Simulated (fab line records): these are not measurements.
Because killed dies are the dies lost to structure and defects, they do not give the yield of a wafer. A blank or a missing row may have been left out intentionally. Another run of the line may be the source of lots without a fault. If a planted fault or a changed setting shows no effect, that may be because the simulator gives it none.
2 desks looking at one fault -- flow sky130 -- only its own numbers are on each desk; what lay behind them is given at the end

AT THE METROLOGY DESK
Means of the sampled wafers that have a number, per lot and without regard to the tool the lot ran on: this is what the gauges read. Marked OUT: a lot whose mean sits more than 4 standard deviations from the usual mean, which makes it out of limits; the brackets give that distance.
Columns: A = VIA4_HDPCVD_THK at SKY_VIA4_THK_MEAS_01, usual 1732 nm
lot,first seen here,A
L479,day 41 19:07,1753
L481,day 42 15:35,1756
L483,day 43 12:04,1748
L485,day 43 21:48,1744
L484,day 43 23:52,1693
L486,day 44 01:20,1729
L491,day 45 07:58,1724
L492,day 45 08:43,1737
L494,day 46 01:01,1720
L496,day 46 12:40,1715
L499,day 47 00:13,1721
L501,day 48 02:08,1733
This desk's verdict: no lot among the 12 shows anything out of limits.

AT THE TOOL OWNER'S DESK: rieDiel-03
The tool's own readings at SKY_FIELD_ISO_ETCH_14 (etches BARC in N2/H2, stops on SiO2, time 45.9 s, target depth 60 nm): means of the sampled wafers that have a number, for each lot that ran on this tool. Marked OUT: a lot whose mean sits more than 4 standard deviations from the usual mean, which makes it out of limits; the brackets give that distance.
Columns: A = drypumpMotorCurrentA at SKY_FIELD_ISO_ETCH_14, usual 6.0 A; B = oesProductAu at SKY_FIELD_ISO_ETCH_14, usual 0.855 a.u.; C = throttleValvePct at SKY_FIELD_ISO_ETCH_14, usual 13.225 %
lot,first seen here,A,B,C
L479,day 2 05:53,5.9,0.852,13.222
L481,day 2 15:34,6.2,0.858,13.216
L483,day 3 00:37,6.1,0.849,13.220
L484,day 3 08:32,6.2,0.853,13.222
L485,day 3 14:41,6.2,0.856,13.236
L486,day 3 17:50,5.9,0.853,13.225
L491,day 4 22:08,6.2,0.853,13.220
L494,day 5 11:41,6.0,0.853,13.222
This desk's verdict: no lot among the 8 shows anything out of limits.

BROUGHT TOGETHER
From the metrology desk's view, nothing was out of limits.
The tool owner's desk saw nothing out of limits.

WHAT THE SIMULATOR HAD INSERTED
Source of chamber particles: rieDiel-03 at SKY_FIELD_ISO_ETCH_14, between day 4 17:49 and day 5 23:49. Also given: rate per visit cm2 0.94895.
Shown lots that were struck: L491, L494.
